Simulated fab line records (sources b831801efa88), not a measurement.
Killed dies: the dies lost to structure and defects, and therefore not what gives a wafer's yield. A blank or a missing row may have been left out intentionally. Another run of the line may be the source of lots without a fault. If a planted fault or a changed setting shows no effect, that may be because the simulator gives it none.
Which of the tools did it? :: flow sky130 :: 45 wafers sampled from 15 lots at 1 step of a route of 708

== WHAT THE GAUGES SHOWED, per wafer ==
The record holds no reading of a measuring or inspecting step that can be judged against a usual standard deviation.

== EACH LOT AND THE TOOL THAT RAN IT (in order: tool; ch and the chambers of the sampled wafers; start) ==
lot: L301
SKY_METAL4_SPUTTER_02: pvdSputter-03, day 40 07:31

lot: L303
SKY_METAL4_SPUTTER_02: pvdSputter-03, day 40 11:07

lot: L304
SKY_METAL4_SPUTTER_02: pvdSputter-03, day 40 23:17

lot: L305
SKY_METAL4_SPUTTER_02: pvdSputter-04, day 41 00:18

lot: L306
SKY_METAL4_SPUTTER_02: pvdSputter-04, day 41 11:01

lot: L308
SKY_METAL4_SPUTTER_02: pvdSputter-02, day 41 18:11

lot: L307
SKY_METAL4_SPUTTER_02: pvdSputter-03, day 41 20:51

lot: L309
SKY_METAL4_SPUTTER_02: pvdSputter-02, day 42 00:39

lot: L310
SKY_METAL4_SPUTTER_02: pvdSputter-03, day 42 13:04

lot: L311
SKY_METAL4_SPUTTER_02: pvdSputter-04, day 45 02:26

lot: L317
SKY_METAL4_SPUTTER_02: pvdSputter-02, day 45 09:01

lot: L320
SKY_METAL4_SPUTTER_02: pvdSputter-03, day 45 09:10

lot: L321
SKY_METAL4_SPUTTER_02: pvdSputter-02, day 45 10:04

lot: L322
SKY_METAL4_SPUTTER_02: pvdSputter-04, day 45 11:50

lot: L323
SKY_METAL4_SPUTTER_02: pvdSputter-04, day 45 16:40
- SKY_METAL4_SPUTTER_02: material AlCu, target thk 735 nm, time 39.1 s.

== WHAT THE TOOLS THEMSELVES READ (means of the sampled wafers that have a number; where no wafer has one, the mark that the record gives instead) ==
SKY_METAL4_SPUTTER_02.
lot: L301
tool: pvdSputter-03
cathodeDcPowerW (W): 10600
chamberPressurePa (Pa): 0.4001
throttleValvePct (%): 29.6

lot: L303
tool: pvdSputter-03
cathodeDcPowerW (W): 10602
chamberPressurePa (Pa): 0.4002
throttleValvePct (%): 30.3

lot: L304
tool: pvdSputter-03
cathodeDcPowerW (W): 10600
chamberPressurePa (Pa): 0.4006
throttleValvePct (%): 30.3

lot: L305
tool: pvdSputter-04
cathodeDcPowerW (W): 10600
chamberPressurePa (Pa): 0.3996
throttleValvePct (%): 31.1

lot: L306
tool: pvdSputter-04
cathodeDcPowerW (W): 10601
chamberPressurePa (Pa): 0.4000
throttleValvePct (%): 32.3

lot: L308
tool: pvdSputter-02
cathodeDcPowerW (W): 10601
chamberPressurePa (Pa): 0.3994
throttleValvePct (%): 30.1

lot: L307
tool: pvdSputter-03
cathodeDcPowerW (W): 10600
chamberPressurePa (Pa): 0.4001
throttleValvePct (%): 29.3

lot: L309
tool: pvdSputter-02
cathodeDcPowerW (W): 10597
chamberPressurePa (Pa): 0.4007
throttleValvePct (%): 30.7

lot: L310
tool: pvdSputter-03
cathodeDcPowerW (W): 10601
chamberPressurePa (Pa): 0.3999
throttleValvePct (%): 30.0

lot: L311
tool: pvdSputter-04
cathodeDcPowerW (W): 10599
chamberPressurePa (Pa): 0.4004
throttleValvePct (%): 31.7

lot: L317
tool: pvdSputter-02
cathodeDcPowerW (W): -
chamberPressurePa (Pa): -
throttleValvePct (%): -

lot: L320
tool: pvdSputter-03
cathodeDcPowerW (W): -
chamberPressurePa (Pa): -
throttleValvePct (%): -

lot: L321
tool: pvdSputter-02
cathodeDcPowerW (W): -
chamberPressurePa (Pa): -
throttleValvePct (%): -

lot: L322
tool: pvdSputter-04
cathodeDcPowerW (W): 10600
chamberPressurePa (Pa): 0.3991
throttleValvePct (%): 31.3

lot: L323
tool: pvdSputter-04
cathodeDcPowerW (W): 10600
chamberPressurePa (Pa): 0.3998
throttleValvePct (%): 32.2

== THE ANSWER, worked out from the rows above alone ==
Rule: the usual values come from the lots themselves. Put in order of their means at a reading, lots are off if they are a third of the lots or fewer, leave a main group of 4 or more, and stand apart from it by a gap of 3 or more times the standard deviation of the main group's means; of several such gaps the widest counts. A main group is skipped when, at the precision printed for the reading in the tables above, its means are all equal. Also off: a lot with no number at a reading for which 4 or more lots have one. Where the step has rows for the other lots, those lots are counted as sound. Order of review: gauges by route order, followed by the tools' own readings, for which a lot's mean as printed above is used. The first step at which some lot is off is used, and at that step the reading that is off furthest; a lot without a number counts as furthest.
Off: L317, L320, L321, at SKY_METAL4_SPUTTER_02 (cathodeDcPowerW). Without a number there: L317, L320, L321. The main group has a mean of 10600 W with a standard deviation of 1.2.
A tool fits if, at that step or a process step before it, it ran every lot that is off, and no sound lot after the first of them. Not one of the candidates tried fits.

== WHAT THE SIMULATOR HAD INSERTED ==
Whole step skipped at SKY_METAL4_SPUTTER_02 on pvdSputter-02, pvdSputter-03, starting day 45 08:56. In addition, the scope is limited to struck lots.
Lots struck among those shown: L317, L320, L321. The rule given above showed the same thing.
